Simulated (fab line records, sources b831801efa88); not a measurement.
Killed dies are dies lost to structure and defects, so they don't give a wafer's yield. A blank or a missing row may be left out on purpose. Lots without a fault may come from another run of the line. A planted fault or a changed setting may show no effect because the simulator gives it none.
Which tool did it? | flow gf180mcu | 14 lots, 42 wafers sampled, at 5 steps of a route of 602

WHAT THE GAUGES READ, wafer by wafer
GF_LVPWELL_OVL_MEAS_07.
lot  | measured    | on         | LVPWELL_OVL (nm)
L573 | day 4 08:09 | overlay-01 | 2.7 2.4 1.1
L572 | day 4 10:23 | overlay-02 | 1.3 2.3 -0.9
L574 | day 4 16:43 | overlay-02 | -0.2 -0.1 -0.5
L576 | day 4 20:17 | overlay-01 | -0.5 0.8 0.0
L575 | day 4 21:41 | overlay-02 | 2.5 2.8 3.6
L577 | day 5 04:09 | overlay-02 | 3.8 2.5 1.7
L578 | day 5 08:37 | overlay-01 | - - -
L579 | day 5 16:37 | overlay-02 | - - -
L580 | day 5 17:55 | overlay-02 | - - -
L581 | day 5 21:38 | overlay-02 | 0.6 1.2 0.7
L589 | day 8 07:45 | overlay-01 | 1.2 -1.7 -0.9
L590 | day 8 16:46 | overlay-02 | 0.8 3.8 1.9
L591 | day 8 17:49 | overlay-01 | 0.4 2.0 1.2
L592 | day 9 03:55 | overlay-01 | -0.3 -1.3 -0.2

GF_MVPSD_TW_MEAS_11.
lot  | measured     | on            | MVPSD_TW
L573 | day 5 13:13  | film_metro-02 | 542 540 541
L572 | day 5 15:26  | film_metro-01 | 549 548 551
L574 | day 5 21:20  | film_metro-03 | 563 565 564
L576 | day 6 00:39  | film_metro-03 | 562 564 562
L575 | day 6 00:44  | film_metro-01 | 545 545 547
L577 | day 6 09:25  | film_metro-01 | 547 549 546
L578 | day 6 12:57  | film_metro-03 | 701 701 699
L579 | day 6 22:02  | film_metro-03 | 703 705 702
L580 | day 6 23:28  | film_metro-03 | 702 702 703
L581 | day 7 02:45  | film_metro-02 | 537 535 535
L589 | day 9 18:50  | film_metro-03 | 562 561 560
L590 | day 10 05:08 | film_metro-01 | 547 547 548
L591 | day 10 05:29 | film_metro-03 | 563 562 562
L592 | day 10 15:54 | film_metro-01 | 547 549 546

GF_VT_IMPLANT_TW_MEAS_10.
lot  | measured     | on            | VT_IMPLANT_TW
L573 | day 6 03:28  | film_metro-04 | 557 558 556
L572 | day 6 05:20  | film_metro-01 | 561 560 554
L574 | day 6 11:10  | film_metro-02 | 542 544 543
L576 | day 6 14:16  | film_metro-02 | 543 543 546
L575 | day 6 14:44  | film_metro-04 | 552 557 557
L577 | day 6 23:41  | film_metro-02 | 546 544 545
L578 | day 7 03:31  | film_metro-04 | 690 688 684
L579 | day 7 12:37  | film_metro-01 | 691 694 691
L580 | day 7 13:55  | film_metro-04 | 691 687 686
L581 | day 7 17:38  | film_metro-02 | 544 545 544
L589 | day 10 13:26 | film_metro-04 | 556 559 558
L590 | day 10 23:13 | film_metro-04 | 562 560 556
L591 | day 10 23:35 | film_metro-04 | 557 561 558
L592 | day 11 10:44 | film_metro-04 | 558 560 556

WHICH TOOL RAN EACH LOT (tool, then ch and the chambers of the sampled wafers, then the start)
lot  | GF_LVPWELL_COAT_02               | GF_VT_IMPLANT_STRIP_09
L573 | litho_track-03 ch 0, day 4 01:34 | plasma_asher-04 ch 0,1, day 6 03:22
L572 | litho_track-02 ch 0, day 4 03:13 | plasma_asher-04 ch 0,1, day 6 05:14
L574 | litho_track-03 ch 0, day 4 09:38 | plasma_asher-02 ch 0,1, day 6 11:04
L576 | litho_track-01 ch 0, day 4 13:29 | plasma_asher-04 ch 0,1, day 6 14:10
L575 | litho_track-01 ch 0, day 4 14:44 | plasma_asher-01 ch 0,1, day 6 14:38
L577 | litho_track-01 ch 0, day 4 21:34 | plasma_asher-01 ch 0,1, day 6 23:34
L578 | litho_track-02, day 5 01:07      | plasma_asher-02 ch 0,1, day 7 03:25
L579 | litho_track-03, day 5 09:14      | plasma_asher-04 ch 0,1, day 7 12:31
L580 | litho_track-02, day 5 10:34      | plasma_asher-02 ch 0,1, day 7 13:49
L581 | litho_track-03 ch 0, day 5 14:34 | plasma_asher-02 ch 0,1, day 7 17:32
L589 | litho_track-02 ch 0, day 7 23:22 | plasma_asher-04 ch 0,1, day 10 13:21
L590 | litho_track-01 ch 0, day 8 08:05 | plasma_asher-01 ch 0,1, day 10 23:07
L591 | litho_track-03 ch 0, day 8 09:17 | plasma_asher-01 ch 0,1, day 10 23:29
L592 | litho_track-03 ch 0, day 8 19:55 | plasma_asher-04 ch 0,1, day 11 10:37
- GF_LVPWELL_COAT_02: resist thk 3000 nm.
- GF_VT_IMPLANT_STRIP_09: strips in O2/N2.

WHAT THE TOOLS THEMSELVES READ (means of the sampled wafers that have a number; where no wafer has one, the mark that the record gives instead)
GF_LVPWELL_COAT_02.
lot  | tool           | chill_plate_temp_C (C) | dispense_pressure_kPa (kPa)
L573 | litho_track-03 | 22.96                  | 47
L572 | litho_track-02 | 23.00                  | 48
L574 | litho_track-03 | 23.16                  | 47
L576 | litho_track-01 | 22.88                  | 54
L575 | litho_track-01 | 22.84                  | 54
L577 | litho_track-01 | 22.96                  | 54
L578 | litho_track-02 | -                      | -
L579 | litho_track-03 | -                      | -
L580 | litho_track-02 | -                      | -
L581 | litho_track-03 | 22.97                  | 46
L589 | litho_track-02 | 23.01                  | 48
L590 | litho_track-01 | 23.04                  | 54
L591 | litho_track-03 | 23.14                  | 47
L592 | litho_track-03 | 23.03                  | 47

GF_VT_IMPLANT_STRIP_09.
lot  | tool            | drypump_motor_current_A (A) | heater_power_w (W) | n2_flow_sccm (sccm) | oes_product_au (a.u.) | strip_time_to_endpoint_s (s)
L573 | plasma_asher-04 | 5.67                        | 341                | 300.4               | 0.717                 | 12.61
L572 | plasma_asher-04 | 5.70                        | 372                | 300.4               | 0.715                 | 12.61
L574 | plasma_asher-02 | 5.58                        | 323                | 299.7               | 0.717                 | 12.67
L576 | plasma_asher-04 | 5.66                        | 341                | 299.4               | 0.715                 | 12.62
L575 | plasma_asher-01 | 5.81                        | 301                | 300.1               | 0.714                 | 12.63
L577 | plasma_asher-01 | 5.66                        | 298                | 300.2               | 0.717                 | 12.61
L578 | plasma_asher-02 | 5.41                        | 314                | 299.7               | 0.716                 | 12.62
L579 | plasma_asher-04 | 5.68                        | 341                | 299.4               | 0.716                 | 12.68
L580 | plasma_asher-02 | 5.41                        | 317                | 299.9               | 0.716                 | 12.67
L581 | plasma_asher-02 | 5.41                        | 315                | 298.9               | 0.717                 | 12.61
L589 | plasma_asher-04 | 5.71                        | 373                | 299.5               | 0.719                 | 12.66
L590 | plasma_asher-01 | 5.84                        | 298                | 299.8               | 0.713                 | 12.65
L591 | plasma_asher-01 | 5.67                        | 298                | 305.0               | 0.713                 | 12.60
L592 | plasma_asher-04 | 5.71                        | 369                | 301.0               | 0.713                 | 12.69

THE ANSWER, worked out from the rows above alone
Rule: what is usual is taken from the lots themselves. Put in order of their means at a reading, lots are off if they are a third of the lots or fewer, leave a main group of 4 or more, and stand apart from it by a gap of 3 or more times the standard deviation of the main group's means; of several such gaps the widest counts. A main group whose means are all the same, to the digits that the tables above print for the reading, isn't used. A lot without any number at a reading at which 4 lots or more have one is off too. The other lots that the step has rows for count as sound. The gauges are gone through in route order, then the tools' own readings, and for those a lot's mean is taken as printed above. The first step at which some lot is off is used, and at that step the reading that is off furthest; a lot without a number counts as furthest.
Off: L578, L579, L580, at GF_LVPWELL_OVL_MEAS_07 (LVPWELL_OVL). Without a number there: L578, L579, L580. The main group: mean 1.1 nm, standard deviation 1.2.
A tool fits if, at a process step before that reading, it ran every lot that is off, and no sound lot after the first of them. The gauges at GF_LVPWELL_OVL_MEAS_07 aren't tried: what is off there is off at GF_MVPSD_TW_MEAS_11 too, on other tools, and a gauge's error can't cause that. None of those tried fits.

WHAT THE SIMULATOR HAD PUT IN
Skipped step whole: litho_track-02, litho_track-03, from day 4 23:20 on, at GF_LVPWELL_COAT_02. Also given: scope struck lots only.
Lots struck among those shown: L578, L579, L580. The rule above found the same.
